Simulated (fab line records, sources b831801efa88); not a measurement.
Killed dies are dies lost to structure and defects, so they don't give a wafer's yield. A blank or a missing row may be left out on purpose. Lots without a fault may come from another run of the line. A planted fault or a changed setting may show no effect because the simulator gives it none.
Chamber matching | flow sky130 | SKY_FIELD_ISO_WET_ETCH_30 on wet_bench-01: 3 sister chambers
The step etches SiO2 in dHF, target depth 25 nm, time 50 s. 3 wafers are shown with their chamber, then 7 later ones without.

WAFERS WITH THEIR CHAMBER
wafer  | chamber | temp_c (C)
L799.6 | 0       | 24.99
L814.6 | 2       | 24.93
L816.3 | 3       | 25.07

WAFERS WITHOUT THEIR CHAMBER
wafer  | temp_c (C)
L816.6 | 25.18
L817.2 | 25.16
L817.4 | 25.09
L817.6 | 25.25
L818.1 | 25.05
L818.2 | 25.13
L818.6 | 24.95

WHICH CHAMBER EACH WENT THROUGH
wafer  | from the rows above          | in truth
L816.6 | can't be placed: 3 or 0 or 2 | 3
L817.2 | can't be placed: 3 or 0 or 2 | 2
L817.4 | can't be placed: 3 or 0 or 2 | 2
L817.6 | can't be placed: 3 or 0 or 2 | 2
L818.1 | can't be placed: 3 or 0 or 2 | 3
L818.2 | can't be placed: 3 or 0 or 2 | 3
L818.6 | can't be placed: 2 or 0 or 3 | 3
Placed correctly: 0 of 7. Can't be placed from these rows: 7 (the true chamber is among the candidates in 7). Placed wrongly: 0.
How it was worked out, from the rows above alone: a wafer's distance from a chamber is the root of the sum, over the readings, of the square of ((its reading less the chamber's mean) divided by the reading's scatter). The wafer belongs to the nearest chamber; if the next one is less than 2 further off, it can't be placed. A chamber's mean is the mean of its shown wafers. The scatter: with one shown wafer a chamber, the root of the mean of the squares of how far each hidden wafer lies from its nearest shown one.
